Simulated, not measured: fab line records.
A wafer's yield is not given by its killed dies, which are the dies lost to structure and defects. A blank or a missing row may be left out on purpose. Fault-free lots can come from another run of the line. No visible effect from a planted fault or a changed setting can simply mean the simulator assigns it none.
Split-lot experiment ; flow sfqLine ; on a route of 325 steps: 5 lots, 23 wafers read

THE SPLIT
At SFQ_TRILAYER_I2_VIA_LITHO_COAT_072 (resist thk 62 nm), the setting spinRpm was moved away from the recipe's 3000 rpm on 9 of the 23 wafers read, by -4.5% to +7.1%. All remaining wafers had this setting at the recipe value.

The reading is taken at the split's own step.

THE READING
BARC_of_TRILAYER_I2_VIA_LITHO_COAT_072.thkNm (the simulator's own value, which no gauge read), in nm, at SFQ_TRILAYER_I2_VIA_LITHO_COAT_072 (resist thk 62 nm). The file gives no usual value for it. The 14 wafers here that ran the recipe average 62.03 nm, standard deviation 0.19 nm.

wafer;tool, chamber at the split;spinRpm as run, rpm;against the recipe;BARC_of_TRILAYER_I2_VIA_LITHO_COAT_072.thkNm, nm;against lot-mates on the recipe
L074.1;lithoTrack-04, 0;3000;recipe;62.26;-
L074.2;lithoTrack-04, 0;3000;recipe;62.2;-
L074.5;lithoTrack-04, 0;3000;recipe;62.06;-
L075.2;lithoTrack-01, 0;2931;-2.3%;62.81;+0.68
L075.3;lithoTrack-01, 0;2931;-2.3%;62.77;+0.64
L075.4;lithoTrack-01, 0;3000;recipe;62.04;-
L075.5;lithoTrack-01, 0;3000;recipe;62.23;-
L075.6;lithoTrack-01, 0;2931;-2.3%;62.82;+0.69
L076.1;lithoTrack-01, 0;2895;-3.5%;63.17;+0.99
L076.2;lithoTrack-01, 0;3000;recipe;62.13;-
L076.3;lithoTrack-01, 0;2895;-3.5%;63.28;+1.10
L076.4;lithoTrack-01, 0;3000;recipe;62.24;-
L076.6;lithoTrack-01, 0;3000;recipe;62.18;-
L083.1;lithoTrack-03, 0;3000;recipe;62.02;-
L083.2;lithoTrack-03, 0;3000;recipe;61.8;-
L083.4;lithoTrack-03, 0;2864;-4.5%;63.2;+1.37
L083.5;lithoTrack-03, 0;2864;-4.5%;63.26;+1.43
L083.6;lithoTrack-03, 0;3000;recipe;61.67;-
L084.1;lithoTrack-03, 0;3000;recipe;61.85;-
L084.2;lithoTrack-03, 0;3000;recipe;61.91;-
L084.3;lithoTrack-03, 0;3214;+7.1%;59.92;-1.93
L084.4;lithoTrack-03, 0;3214;+7.1%;59.85;-2.00
L084.5;lithoTrack-03, 0;3000;recipe;61.79;-

THE FIT
A straight line over all 23 wafers: BARC_of_TRILAYER_I2_VIA_LITHO_COAT_072.thkNm changes by -0.301 nm for each +1% of spinRpm; r = -0.98; the points scatter about the line by 0.17 nm.
The same after taking each lot's own level away (the mean of its wafers on the recipe; 23 wafers): -0.286 nm for each +1%; r = -0.99; scatter 0.086 nm.
Per that fit: largest spinRpm move, reading shift of 2 nm.
The lots' own levels span 61.830 to 62.183 nm, that is 1.9 times the standard deviation above.
Hence the lot-to-lot level has little effect on the slope; both slopes agree.
Check: for one of the wafers moved furthest among these (+7.1%), held out of the fit, the line's prediction against its lot-mates is -2.07 nm. Against them it came out at -1.93 nm.

FURTHER SPLITS ON THESE WAFERS
Before the reading, these wafers also passed through other splits. Each is held against what the fit with the lots' levels taken away leaves over:
other split on the same wafers;wafers away from the commonest value;r with BARC_of_TRILAYER_I2_VIA_LITHO_COAT_072.thkNm (lot level and that fit taken away)
SFQ_TRILAYER_M1_LITHO_PEB_042 pebTimeS;7;-0.20
SFQ_TRILAYER_I1_DEP_PECVD_045 rfW;11;-0.26
SFQ_TRILAYER_I1_CMP_CMP_046 leaveAboveRefNm;5;-0.02
SFQ_TRILAYER_I1_VIA_BARC_OPEN_VIA_ETCH_071 timeS;6;-0.07
SFQ_TRILAYER_M2_LITHO_EXPOSE_058 doseMj;11;+0.09

FILE'S OWN FIT
BARC_of_TRILAYER_I2_VIA_LITHO_COAT_072.thkNm changes by -0.287 nm for each +1% of spinRpm, r = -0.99.
